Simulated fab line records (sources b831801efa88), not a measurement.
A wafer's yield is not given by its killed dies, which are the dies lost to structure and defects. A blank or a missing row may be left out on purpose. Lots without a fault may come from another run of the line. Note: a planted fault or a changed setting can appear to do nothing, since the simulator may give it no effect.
fab line records	flow sky130
[record] lots = 6	wafers = 18	lastDay = 49
route steps=708 shown VIA4@645 METAL5@661 PAD_OPEN@708
lots untouched by any fault: they come from a run of this same line in which no faults occurred
startH: hours from the record's opening day to when the first of the lot's shown wafers began	waitH: hours from the lot's prior step to this one	" same as the row above	L1.1+2: several wafers, shown together as one row	- either no value or no given start	* or withheld: withheld	< > ~ a bound
route shown NAME@n: names a module that has steps shown in the file, with the first one's number in the route	usual: mean/standard deviation taken from wafers without a fault	same: alike in all rows	chamber/n: place in a boat	sites: the reading at each site	_std_site: standard deviation of those values	_edge_site: the outer-site mean with the inner-site mean subtracted	radiusMm: how far each site lies from the wafer's centre	mask NAME#n: copy n	behind: the last tool/chamber to shape the wafer	hold: cause of the lot's hold/its duration in hours/its outcome	device: whichever transistor did not switch (one of n, p or np)	end of line: the tests these same wafers got at the end of their route	a step with no rows: only its recipe	killed: dies that structure and defects cost at the first sort, which is not the same as the wafer's yield	map: per-die view of a wafer (x killed, . not killed, _ where there is no die)
set.NAME: the setting that was run; set.NAME@STEP: the one run at that earlier step	model.NAME: the simulator's own value behind a step, which no gauge read
a table for each step, a row for each wafer; lots at some steps of the route
services: a tool's chamber out of use, with start hour (startH, from the record's first day; less than 0 if before it), hours out, and reason
[[steps]]
[step SKY_VIA4_COAT_06]
[recipe] resist = NOVOLAK	spinRpm = 3000	resistThkNm = 1140
[step SKY_VIA4_SOFTBAKE_07]
[recipe] tempC = 90	timeS = 60	resist = NOVOLAK
[step SKY_VIA4_EXPOSE_08]
[recipe] maskId = VIM4	na = 0.6	sourceShape = conventional	sigmaOuter = 0.6	polarization = unpolarized	targetCdNm = 800	doseMj = 132
[step SKY_VIA4_PEB_09]
[recipe] tempC = withheld	timeS = *	resist = NOVOLAK
[step SKY_VIA4_DEVELOP_10]
[recipe] resist = NOVOLAK	developer = TMAH	developTimeS = 60	devTempC = 23
[step SKY_VIA4_OVL_MEAS_11]
[usual] VIA4_OVL = -0.2/1.4
lot.wafer	tool	chamber	startH	waitH	VIA4_OVL[nm]
L713.4	overlay-02	-	1003.28	0.1	2.4
L713.5	"	-	"	"	2.4
L713.6	"	-	"	"	-1.6
L714.1	overlay-01	-	1011.16	0.1	0.3
L714.2	"	-	"	"	-2.0
L714.6	"	-	"	"	-0.1
L717.4	overlay-01	-	1033.98	0.1	-0.3
L717.5	"	-	"	"	1.2
L717.6	"	-	"	"	-1.7
L726.1	overlay-02	-	1091.11	0.1	3.3
L726.4	"	-	"	"	3.2
L726.5	"	-	"	"	1.4
L730.1	overlay-02	-	1122.31	0.1	0.6
L730.4	"	-	"	"	-1.6
L730.5	"	-	"	"	1.6
L733.1	overlay-01	-	1129.67	0.1	2.1
L733.3	"	-	"	"	-0.4
L733.6	"	-	"	"	-0.3
[step SKY_VIA4_ETCH_12]
[recipe] target = SiO2	chemistry = C4F8/O2/Ar	stopOn = TiN	maskMaterial = NOVOLAK	sourceW = 1500	biasW = 1200	pressureMtorr = 40	c4f8FlowSccm = withheld	O2_flow_sccm = 6	Ar_flow_sccm = 300	timeS = withheld	targetDepthA = 5800
[usual] oesProductAu = 0.925/0.0044
lot.wafer	tool	chamber	startH	waitH	oesProductAu
L713.4	rieDiel-04	1	1003.30	0.0	0.924
L713.5	"	1	"	"	0.925
L713.6	"	2	"	"	0.919
L714.1	rieDiel-04	0	1011.20	0.0	0.927
L714.2	"	1	"	"	0.919
L714.6	"	2	"	"	0.924
L717.4	rieDiel-04	1	1034.04	0.0	0.925
L717.5	"	0	"	"	0.923
L717.6	"	3	"	"	0.922
L726.1	rieDiel-03	2	1091.15	0.0	0.935
L726.4	"	0	"	"	0.933
L726.5	"	2	"	"	0.923
L730.1	rieDiel-01	0	1122.34	0.0	0.927
L730.4	"	3	"	"	0.921
L730.5	"	3	"	"	0.923
L733.1	rieDiel-04	2	1129.70	0.0	0.926
L733.3	"	3	"	"	0.931
L733.6	"	1	"	"	0.921
[step SKY_VIA4_STRIP_13]
[recipe] chemistry = O2/N2	powerW = 1400	pressureMtorr = 1500	platenTempC = withheld	o2FlowSccm = 3000	n2FlowSccm = 300	overashFraction = 0.5
[usual] drypumpMotorCurrentA = 5.72/0.26	oesProductAu = 0.709/0.0047	stripTimeToEndpointS = 12.81/0.032
lot.wafer	tool	chamber	startH	waitH	drypumpMotorCurrentA	oesProductAu	rfHoursCounterH	stripTimeToEndpointS
L713.4	plasmaAsher-03	0	1003.41	-	6.03	0.712	-	12.82
L713.5	"	0	"	"	6.04	0.716	-	12.81
L713.6	"	1	"	"	5.53	0.709	-	12.86
L714.1	plasmaAsher-02	1	1011.27	-	5.74	0.726	58	12.81
L714.2	"	0	"	"	5.46	0.709	58	12.78
L714.6	"	0	"	"	5.45	0.709	-	12.84
L717.4	plasmaAsher-03	1	1034.11	-	5.55	0.715	-	12.84
L717.5	"	1	"	"	5.52	0.708	-	12.80
L717.6	"	0	"	"	6.04	0.713	-	12.78
L726.1	plasmaAsher-01	0	1091.22	-	5.43	0.705	35	12.79
L726.4	"	1	"	"	6.01	0.704	-	12.80
L726.5	"	0	"	"	5.42	0.712	-	12.82
L730.1	plasmaAsher-01	0	1122.42	-	5.43	0.702	37	12.82
L730.4	"	0	"	"	5.44	0.713	-	12.81
L730.5	"	1	"	"	5.99	0.708	-	12.80
L733.1	plasmaAsher-01	0	1129.77	-	5.43	0.710	38	12.80
L733.3	"	1	"	"	5.99	0.708	-	12.82
L733.6	"	0	"	"	5.46	0.704	-	12.82
[step SKY_VIA4_STRIP_14]
[recipe] chemistry = postEtchResidueRemover	timeS = 1200	tempC = 72.5
[step SKY_VIA4_CLEAN_15]
[recipe] chemistry = IPA	timeS = 180	tempC = 25
[step SKY_VIA4_CLEAN_16]
[recipe] chemistry = O3/DIW	dry = n2Spin
[step SKY_VIA4_SPUTTER_17]
[recipe] material = TiN	targetThkNm = 20	chamberPressurePa = 5	powerW = 4000	timeS = 80
[usual] cathodeDcPowerW = 4000.0/0.73	chamberPressurePa = 5.001/0.01	throttleValvePct = 30.5/0.77
lot.wafer	tool	chamber	startH	waitH	cathodeDcPowerW	chamberPressurePa	throttleValvePct
L713.4	pvdSputter-01	-	1004.31	0.0	4000.5	4.990	29.8
L713.5	"	-	"	"	4000.7	5.002	31.6
L713.6	"	-	"	"	3999.7	4.988	29.7
L714.1	pvdSputter-01	-	1011.90	0.0	3999.8	5.003	29.5
L714.2	"	-	"	"	4001.0	5.010	32.1
L714.6	"	-	"	"	3999.0	5.014	31.8
L717.4	pvdSputter-02	-	1034.67	0.0	4000.8	5.008	30.1
L717.5	"	-	"	"	4001.4	5.008	30.2
L717.6	"	-	"	"	4000.6	5.009	31.2
L726.1	pvdSputter-01	-	1091.81	0.0	4000.1	4.998	29.6
L726.4	"	-	"	"	4001.4	5.007	31.7
L726.5	"	-	"	"	4000.6	5.013	30.3
L730.1	pvdSputter-02	-	1123.01	0.0	3999.3	5.015	30.4
L730.4	"	-	"	"	3999.2	4.991	30.8
L730.5	"	-	"	"	4000.4	4.991	30.9
L733.1	pvdSputter-01	-	1130.40	0.0	3999.3	4.992	31.6
L733.3	"	-	"	"	4000.8	4.983	30.0
L733.6	"	-	"	"	4000.2	4.987	31.2
[step SKY_VIA4_CVD_18]
[recipe] material = W	targetThkNm = 505	timeS = 152.14	tempC = 400	pressureTorr = 40
[usual] heaterPowerOuterW = 526/21	heaterPowerW = 832/36	susceptorTempC = 400.02/0.24
lot.wafer	tool	chamber	startH	waitH	heaterPowerOuterW	heaterPowerW	susceptorTempC	model.W_of_VIA4_CVD_18.thkNm
L713.4	cvdW-01	0	1004.43	0.1	558	896	399.63	491.6
L713.5	"	0	"	"	550	897	399.71	492.7
L713.6	"	1	"	"	515	818	400.03	511
L714.1	cvdW-02	0	1011.96	0.0	504	768	400.34	507.7
L714.2	"	1	"	"	536	819	400.20	501.1
L714.6	"	1	"	"	540	822	399.93	496.7
L717.4	cvdW-02	0	1034.78	0.1	503	831	399.50	504.4
L717.5	"	1	"	"	529	833	399.95	502.5
L717.6	"	0	"	"	509	800	399.75	509.1
L726.1	cvdW-02	1	1091.87	0.0	534	837	400.19	502.5
L726.4	"	1	"	"	524	825	400.43	505.7
L726.5	"	0	"	"	442	725	384.75	380.8
L730.1	cvdW-01	0	1123.07	0.0	543	898	399.81	498.4
L730.4	"	0	"	"	553	890	399.96	492.8
L730.5	"	1	"	"	498	808	400.17	519.5
L733.1	cvdW-02	1	1130.46	0.0	533	821	400.06	495.8
L733.3	"	0	"	"	453	741	384.52	379.3
L733.6	"	1	"	"	531	848	399.92	496.9
[step SKY_VIA4_RS_MEAS_19]
[recipe] thkMeasGauge = four-point-probe	reads = W_of_VIA4_CVD_18+TiN_of_VIA4_SPUTTER_17
[usual] VIA4_W_RS = 0.226/0.0044
lot.wafer	tool	chamber	startH	waitH	VIA4_W_RS[ohm/sq]
L713.4	filmMetro-04	-	1004.59	0.1	0.232
L713.5	"	-	"	"	0.232
L713.6	"	-	"	"	0.223
L714.1	filmMetro-01	-	1012.11	0.1	0.225
L714.2	"	-	"	"	0.228
L714.6	"	-	"	"	0.230
L717.4	filmMetro-01	-	1034.95	0.1	0.227
L717.5	"	-	"	"	0.227
L717.6	"	-	"	"	0.225
L726.1	filmMetro-03	-	1092.02	0.1	0.228
L726.4	"	-	"	"	0.226
L726.5	"	-	"	"	0.300
L730.1	filmMetro-04	-	1123.23	0.1	0.229
L730.4	"	-	"	"	0.231
L730.5	"	-	"	"	0.220
L733.1	filmMetro-04	-	1130.61	0.1	0.230
L733.3	"	-	"	"	0.302
L733.6	"	-	"	"	0.230
[step SKY_VIA4_THK_MEAS_20]
[recipe] thkMeasGauge = xrf	reads = W_of_VIA4_CVD_18
[usual] VIA4_W_THK = 502/10
lot.wafer	tool	chamber	startH	waitH	VIA4_W_THK[nm]
L713.4	filmMetro-04	-	1004.68	0.1	487
L713.5	"	-	"	"	490
L713.6	"	-	"	"	506
L714.1	filmMetro-01	-	1012.23	0.1	508
L714.2	"	-	"	"	500
L714.6	"	-	"	"	494
L717.4	filmMetro-01	-	1035.04	0.1	505
L717.5	"	-	"	"	501
L717.6	"	-	"	"	512
L726.1	filmMetro-03	-	1092.14	0.1	501
L726.4	"	-	"	"	502
L726.5	"	-	"	"	378
L730.1	filmMetro-04	-	1123.35	0.1	491
L730.4	"	-	"	"	485
L730.5	"	-	"	"	516
L733.1	filmMetro-04	-	1130.73	0.1	492
L733.3	"	-	"	"	374
L733.6	"	-	"	"	492
[step SKY_VIA4_CMP_21]
[recipe] stopOn = SiO2	tOverpolishS = 25	downForcePsi = 3.5	platenRpm = 60	targetThkNm = 0	padVelocityMS = 0.94248
[usual] motorCurrentA = 11.1/1.6	timeToEndpointS = 121/4.6
lot.wafer	tool	chamber	startH	waitH	motorCurrentA	timeToEndpointS
L713.4	cmp-02	0	1004.81	0.1	14.4	112
L713.5	"	2	"	"	10.3	114
L713.6	"	3	"	"	9.6	115
L714.2	cmp-01	2	1012.29	0.0	11.7	116
L714.1	"	3	"	"	10.2	122
L714.6	"	3	"	"	10.9	122
L717.4	cmp-01	2	1035.22	0.2	10.5	122
L717.5	"	3	"	"	10.3	125
L717.6	"	0	"	"	11.2	120
L726.1	cmp-01	2	1092.30	0.1	10.9	116
L726.4	"	3	"	"	10.6	122
L726.5	"	1	"	"	9.4	92
L730.4	cmp-01	2	1123.53	0.1	11.3	121
L730.1	"	0	"	"	11.6	121
L730.5	"	2	"	"	11.3	129
L733.1	cmp-01	0	1130.79	0.1	11.1	116
L733.3	"	1	"	"	9.7	96
L733.6	"	1	"	"	9.2	128
[step SKY_METAL5_SPUTTER_00]
[recipe] material = Ti	targetThkNm = 15	powerW = 3000	timeS = 10	chamberPressurePa = 0.4
[usual] cathodeDcPowerW = 3000.1/0.56	chamberPressurePa = 0.4001/0.00073	throttleValvePct = 30.4/1
lot.wafer	tool	chamber	startH	waitH	cathodeDcPowerW	chamberPressurePa	throttleValvePct
L713.4	pvdSputter-04	-	1005.01	0.1	3000.1	0.3996	29.0
L713.5	"	-	"	"	2999.7	0.4000	28.7
L713.6	"	-	"	"	2999.9	0.4009	30.6
L714.1	pvdSputter-02	-	1012.59	0.2	3001.0	0.3994	31.1
L714.2	"	-	"	"	3000.1	0.3993	30.2
L714.6	"	-	"	"	3000.4	0.3999	30.4
L717.4	pvdSputter-04	-	1035.38	0.1	3000.4	0.4002	28.4
L717.5	"	-	"	"	3000.4	0.3986	30.4
L717.6	"	-	"	"	3000.0	0.3997	31.1
L726.1	pvdSputter-01	-	1092.50	0.1	3000.1	0.4011	30.3
L726.4	"	-	"	"	2999.8	0.4003	30.1
L726.5	"	-	"	"	2999.5	0.3996	29.7
L730.1	pvdSputter-02	-	1123.83	0.1	3000.1	0.4001	29.6
L730.4	"	-	"	"	3000.0	0.3986	31.2
L730.5	"	-	"	"	3000.0	0.3998	31.0
L733.1	pvdSputter-04	-	1131.09	0.2	3000.1	0.3991	28.1
L733.3	"	-	"	"	3000.3	0.4004	28.7
L733.6	"	-	"	"	3000.3	0.3989	28.1
[step SKY_PAD_OPEN_PROBE_99]
[usual] defectLimitedYield = 82.5/1.8	killed_at_M0_to_M3 = 42/6.6	killed_at_M4_up = 3.0/1.8	killedAtContacts = 25/5.1	killedAtFrontEnd = 15/4.4	killedAtOther = 0.3/0.56	killedDies = 86/8.6	killedOpen = 47/6.9	killedShort = 38/6	sort_bin_3_pad_short = 0.8/0.42	sort_bin_5_function = 10.6/1.5	sort_bin_6_memory = 6.1/1.1	sortNPass = 406/8.6	sortYieldPct = 82.5/1.8
[same] grossDies = 492	killedAtBackSide = 0	sort_bin_4_leakage[%] = 0	sort_bin_8_speed[%] = 0
lot.wafer	tool	chamber	startH	waitH	defectLimitedYield[%]	killed_at_M0_to_M3	killed_at_M4_up	killedAtContacts	killedAtFrontEnd	killedAtOther	killedDies	killedOpen	killedShort	sort_bin_3_pad_short[%]	sort_bin_5_function[%]	sort_bin_6_memory[%]	sortNPass	sortYieldPct[%]
L714.1	prober-01	-	1081.23	0.1	81.5	47	4	28	12	0	91	51	40	0	10.8	7.7	401	81.5
L714.2	prober-01	-	1081.28	0.1	79.5	55	1	25	19	1	101	54	47	0.4	13.2	6.9	391	79.5
L714.6	prober-01	-	1081.48	0.2	82.3	51	1	19	16	0	87	49	38	1.0	10.6	6.1	405	82.3
L733.1	prober-02	-	1187.59	0.1	84.3	31	4	29	13	0	77	43	34	0.6	11.2	3.9	415	84.3
L733.3	prober-02	-	1187.69	0.2	81.9	36	1	38	14	0	89	54	35	1.2	11.8	5.1	403	81.9
L733.6	prober-02	-	1187.84	0.2	82.3	40	2	29	16	0	87	55	32	0.8	10.4	6.5	405	82.3
// killed by level:class
L714.1 VIA2:geometricParticle:open=12 LI_CONTACT:geometricParticle:open=9 METAL2:geometricParticle:short=8 CONTACT:geometricParticle:open=7 VIA1:geometricParticle:open=6 VIA3:geometricParticle:open=6 POLY_GATE:geometricParticle:short=5 POLY_GATE:geometricParticle:open=5
L714.2 VIA1:geometricParticle:open=16 VIA2:geometricParticle:open=13 CONTACT:geometricParticle:short=10 VIA3:geometricParticle:open=8 POLY_GATE:geometricParticle:short=7 CONTACT:geometricParticle:open=6 FIELD_ISO:geometricParticle:short=4 VIA1:geometricParticle:short=4
L714.6 VIA1:geometricParticle:open=11 VIA2:geometricParticle:open=9 CONTACT:geometricParticle:open=7 VIA3:geometricParticle:open=7 METAL2:geometricParticle:short=6 LI_CONTACT:geometricParticle:open=5 CONTACT:geometricParticle:short=5 METAL1:geometricParticle:short=4
L733.1 CONTACT:geometricParticle:open=12 VIA1:geometricParticle:open=8 LI_CONTACT:geometricParticle:open=7 VIA1:geometricParticle:short=6 LOCAL_INTERCONNECT:geometricParticle:short=5 FIELD_ISO:geometricParticle:open=4 VIA2:geometricParticle:short=4 FIELD_ISO:geometricParticle:short=3
L733.3 CONTACT:geometricParticle:open=15 LI_CONTACT:geometricParticle:open=11 VIA1:geometricParticle:open=9 METAL1:geometricParticle:short=8 VIA2:geometricParticle:open=7 LOCAL_INTERCONNECT:geometricParticle:short=6 POLY_GATE:geometricParticle:open=4 LI_CONTACT:geometricParticle:short=4
L733.6 CONTACT:geometricParticle:open=11 VIA3:geometricParticle:open=9 VIA1:geometricParticle:open=7 FIELD_ISO:geometricParticle:open=6 LI_CONTACT:geometricParticle:open=6 VIA1:geometricParticle:short=5 POLY_GATE:geometricParticle:open=4 CONTACT:geometricParticle:short=4
[[services]]
tool	chamber	startH	hours	kind
cmp-01	-	985.25	2.0	repair
cmp-02	-	988.66	7.7	pm
pvdSputter-04	-	991.57	2.5	repair
rieDiel-01	0	993.26	65.1	repair
cmp-01	-	1000.42	2.7	repair
rieDiel-01	3	1014.69	4.4	repair
cvdW-02	-	1014.91	0.6	repair
plasmaAsher-03	-	1015.61	2.8	pm
rieDiel-04	2	1028.10	7.5	repair
rieDiel-04	2	1035.77	4.9	repair
plasmaAsher-01	-	1041.87	2.8	pm
rieDiel-03	-	1043.62	2.8	pm
rieDiel-04	3	1048.69	10.1	repair
plasmaAsher-03	-	1053.02	14.6	pm
rieDiel-01	-	1061.25	0.3	repair
cmp-01	-	1064.12	0.5	repair
plasmaAsher-03	-	1067.62	9.0	pm
cmp-02	-	1073.41	4.1	repair
cmp-01	-	1077.42	0.2	repair
cmp-02	-	1084.00	4.0	pm
rieDiel-04	1	1092.31	4.4	repair
cvdW-02	-	1104.97	2.8	pm
cmp-02	-	1111.69	7.2	repair
plasmaAsher-03	-	1126.39	1.3	repair
[[key]]
[firstSign] step = SKY_VIA4_CVD_18	reading = susceptorTempC	direction = down	sigmas = 64	usual = *	struck = *
[effect] step = SKY_VIA4_CVD_18	reading = heaterPowerOuterW	direction = down	sigmas = 3.7	usual = *	struck = *
[effect] step = SKY_VIA4_RS_MEAS_19	reading = VIA4_W_RS	direction = up	sigmas = 17	usual = 0.226	struck = 0.301
[effect] step = SKY_VIA4_THK_MEAS_20	reading = VIA4_W_THK	direction = down	sigmas = 12	usual = 502	struck = 376
[effect] step = SKY_VIA4_CMP_21	reading = timeToEndpointS	direction = down	sigmas = 5.9	usual = *	struck = *
[modelEffect] step = SKY_VIA4_CVD_18	value = W_of_VIA4_CVD_18.thkNm	without = 504.2	struck = 380
metAt SKY_VIA4_CVD_18
struckWafers L726.5,L733.3
onsetBetween 1034.78 1091.87
[fault] kind = processParameterDrift	tool = cvdW-02	chamber = 0	onsetH = 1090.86	steps = SKY_VIA4_CVD_18	channel = tempC	offset = *	shape = step	endH = 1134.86	actsIn = *	stated = *
